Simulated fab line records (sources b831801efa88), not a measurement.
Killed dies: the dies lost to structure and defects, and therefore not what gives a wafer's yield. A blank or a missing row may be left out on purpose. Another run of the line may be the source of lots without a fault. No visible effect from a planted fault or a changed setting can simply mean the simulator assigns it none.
Matching of chambers -- flow gf180mcu -- 3 sister chambers for GF_PASSIVATION_CVD_02 on pecvd-02
The step deposits Si3N4, target thk 700 nm, time 486.18 s. 6 wafers are shown with their chamber, then 7 later ones without.

## WAFERS, EACH WITH ITS CHAMBER
wafer,chamber,heater power w (W),heater power outer w (W)
L933.2,1,733,430
L933.4,0,694,469
L935.3,1,625,376
L935.6,2,904,484
L936.3,2,869,490
L936.5,0,582,390

## WAFERS WITHOUT THEIR CHAMBER
wafer,heater power w (W),heater power outer w (W)
L936.6,883,499
L939.3,645,444
L939.4,680,412
L939.5,675,472
L940.1,642,373
L940.5,723,488
L940.6,678,392

## THE CHAMBER EACH PASSED THROUGH
wafer,from the rows above,in truth
L936.6,2,2
L939.3,can't be placed: 0 or 1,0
L939.4,can't be placed: 1 or 0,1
L939.5,can't be placed: 0 or 1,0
L940.1,can't be placed: 1 or 0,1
L940.5,can't be placed: 0 or 1 or 2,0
L940.6,can't be placed: 1 or 0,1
Correctly placed: 1 of 7. These rows do not allow placing 6 (true chamber among the candidates in 6). Number placed wrongly: 0.
How it was worked out, from the rows above alone: a wafer's distance from a chamber is the root of the sum, over the readings, of the square of ((its reading less the chamber's mean) divided by the reading's scatter). If the next closest chamber is less than 2 further off than the closest, the wafer can't be placed; otherwise it belongs to the closest. For every chamber, the mean is computed from those of its wafers that are shown. How the scatter is found: for the shown wafers, subtract from each reading the mean of its chamber, square and add these, divide the total by (wafers less chambers), then take the root.
